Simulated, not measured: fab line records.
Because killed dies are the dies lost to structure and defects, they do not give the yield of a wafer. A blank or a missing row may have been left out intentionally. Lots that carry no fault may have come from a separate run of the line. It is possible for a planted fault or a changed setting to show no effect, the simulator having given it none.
Which tool did it? ; flow sky130 ; Sampling: 11 lots, 33 wafers, 6 of 708 route steps

WHAT THE GAUGES SHOWED, per wafer
SKY_METAL2_RS_MEAS_05: measures by four-point-probe.
lot;measured;on;METAL2_ALCU_RS (ohm/sq)
L681;day 35 08:04;film_metro-01;0.1263 0.1255 0.1267
L682;day 35 10:52;film_metro-03;0.1284 0.1306 0.1287
L684;day 36 14:43;film_metro-01;0.1293 0.1267 0.1301
L685;day 36 15:52;film_metro-01;0.1263 0.1282 0.1294
L687;day 37 09:21;film_metro-03;0.1302 0.1285 0.1317
L690;day 38 02:01;film_metro-03;0.1265 0.1228 0.1087
L692;day 38 21:45;film_metro-03;0.1094 0.1099 0.1280
L693;day 38 22:19;film_metro-02;0.1281 0.1294 0.1258
L694;day 38 22:49;film_metro-02;0.1277 0.1274 0.1103
L698;day 40 08:49;film_metro-03;0.1302 0.1299 0.1260
L701;day 41 05:57;film_metro-01;0.1288 0.1263 0.1265

SKY_METAL2_THK_MEAS_06: measures by xrf.
lot;measured;on;METAL2_ALCU_THK (nm)
L681;day 35 08:11;film_metro-01;249 251 247
L682;day 35 10:59;film_metro-03;247 242 245
L684;day 36 14:50;film_metro-01;242 251 244
L685;day 36 15:59;film_metro-01;247 245 243
L687;day 37 09:28;film_metro-03;241 244 238
L690;day 38 02:08;film_metro-03;249 255 289
L692;day 38 21:52;film_metro-03;285 284 243
L693;day 38 22:26;film_metro-02;245 242 252
L694;day 38 22:54;film_metro-02;245 249 287
L698;day 40 08:55;film_metro-03;242 242 251
L701;day 41 06:04;film_metro-01;243 250 250

SKY_METAL2_OVL_MEAS_16.
lot;measured;on;METAL2_OVL (nm)
L681;day 36 10:31;overlay-02;-10 -11 -3
L682;day 36 13:39;overlay-02;-3 -8 -5
L684;day 37 16:01;overlay-01;-1 -8 -4
L685;day 37 17:34;overlay-02;-10 -1 -4
L687;day 38 11:40;overlay-01;-4 -8 -15
L690;day 39 04:16;overlay-01;1 -2 -4
L692;day 39 23:17;overlay-02;-6 8 -2
L693;day 39 23:43;overlay-02;3 11 6
L694;day 40 00:06;overlay-02;13 11 -1
L698;day 41 08:43;overlay-02;6 -3 -2
L701;day 42 06:46;overlay-01;-5 0 8

SKY_VIA2_THK_MEAS_01.
lot;measured;on;VIA2_HDPCVD_THK (nm)
L681;day 36 11:30;film_metro-04;1201 1172 1159
L682;day 36 14:40;film_metro-03;1185 1198 1197
L684;day 37 16:59;film_metro-03;1147 1169 1146
L685;day 37 18:34;film_metro-02;1182 1182 1181
L687;day 38 12:37;film_metro-02;1139 1151 1144
L690;day 39 05:28;film_metro-04;1158 1161 1151
L692;day 40 00:16;film_metro-03;1175 1148 1174
L693;day 40 00:45;film_metro-02;1172 1170 1169
L694;day 40 01:16;film_metro-02;1163 1191 1170
L698;day 41 09:44;film_metro-02;1197 1197 1195
L701;day 42 07:43;film_metro-04;1183 1168 1158

EACH LOT AND THE TOOL THAT RAN IT (in order: tool; ch and the chambers of the sampled wafers; start)
lot;SKY_VIA1_SPUTTER_20;SKY_METAL2_SPUTTER_02
L681;pvd_sputter-02, day 35 07:11;pvd_sputter-03, day 35 07:57
L682;pvd_sputter-01, day 35 10:05;pvd_sputter-03, day 35 10:46
L684;pvd_sputter-04, day 36 13:56;pvd_sputter-01, day 36 14:37
L685;pvd_sputter-04, day 36 15:05;pvd_sputter-02, day 36 15:46
L687;pvd_sputter-04, day 37 08:34;pvd_sputter-01, day 37 09:15
L690;pvd_sputter-02, day 38 01:13;pvd_sputter-03, day 38 01:54
L692;pvd_sputter-04, day 38 20:57;pvd_sputter-03, day 38 21:38
L693;pvd_sputter-04, day 38 21:32;pvd_sputter-01, day 38 22:13
L694;pvd_sputter-02, day 38 21:59;pvd_sputter-03, day 38 22:40
L698;pvd_sputter-02, day 40 08:01;pvd_sputter-02, day 40 08:42
L701;pvd_sputter-02, day 41 05:10;pvd_sputter-03, day 41 05:52
- SKY_VIA1_SPUTTER_20: material TiN, target thk 20 nm, time 80 s.
- SKY_METAL2_SPUTTER_02: material AlCu, target thk 250 nm, time 13.3 s.

AS READ BY THE TOOLS THEMSELVES (means over the sampled wafers that have a number; for cases with no such wafer, the mark the record gives instead)
SKY_VIA1_SPUTTER_20.
lot;tool;throttle_valve_pct (%)
L681;pvd_sputter-02;30.0
L682;pvd_sputter-01;29.9
L684;pvd_sputter-04;30.6
L685;pvd_sputter-04;30.5
L687;pvd_sputter-04;29.8
L690;pvd_sputter-02;29.1
L692;pvd_sputter-04;30.4
L693;pvd_sputter-04;30.4
L694;pvd_sputter-02;29.1
L698;pvd_sputter-02;29.3
L701;pvd_sputter-02;29.3

SKY_METAL2_SPUTTER_02.
lot;tool;throttle_valve_pct (%)
L681;pvd_sputter-03;28.4
L682;pvd_sputter-03;28.9
L684;pvd_sputter-01;29.2
L685;pvd_sputter-02;29.5
L687;pvd_sputter-01;30.4
L690;pvd_sputter-03;29.6
L692;pvd_sputter-03;28.9
L693;pvd_sputter-01;29.9
L694;pvd_sputter-03;30.3
L698;pvd_sputter-02;29.5
L701;pvd_sputter-03;29.3

THE ANSWER, worked out from the rows above alone
Rule: the usual values come from the lots themselves. The widest of any qualifying gaps counts: lots, ordered by their means at a reading, are off when they make up no more than a third of the lots, leave a main group of 4 or more, and stand apart from it by 3 or more times the standard deviation of that group's means. A main group is skipped when, at the precision printed for the reading in the tables above, its means are all equal. Also off: a lot with no number at a reading for which 4 or more lots have one. All remaining lots with rows at the step are treated as sound. The gauges are gone through in route order, then the tools' own readings, and for those a lot's mean is taken as printed above. The first step at which some lot is off is used, and at that step the reading that is off furthest; a lot without a number counts as furthest.
Off: at SKY_METAL2_RS_MEAS_05 (METAL2_ALCU_RS), L690, L692, L694. For the main group the mean is 0.1282 ohm/sq and the standard deviation 0.0012.
If a tool, at a process step before that reading, ran all the lots that are off and no sound lot after the first of them, it fits. Gauges at SKY_METAL2_RS_MEAS_05: tried the same way as those tools. Of those tried, none fits.

WHAT WAS PUT IN BY THE SIMULATOR
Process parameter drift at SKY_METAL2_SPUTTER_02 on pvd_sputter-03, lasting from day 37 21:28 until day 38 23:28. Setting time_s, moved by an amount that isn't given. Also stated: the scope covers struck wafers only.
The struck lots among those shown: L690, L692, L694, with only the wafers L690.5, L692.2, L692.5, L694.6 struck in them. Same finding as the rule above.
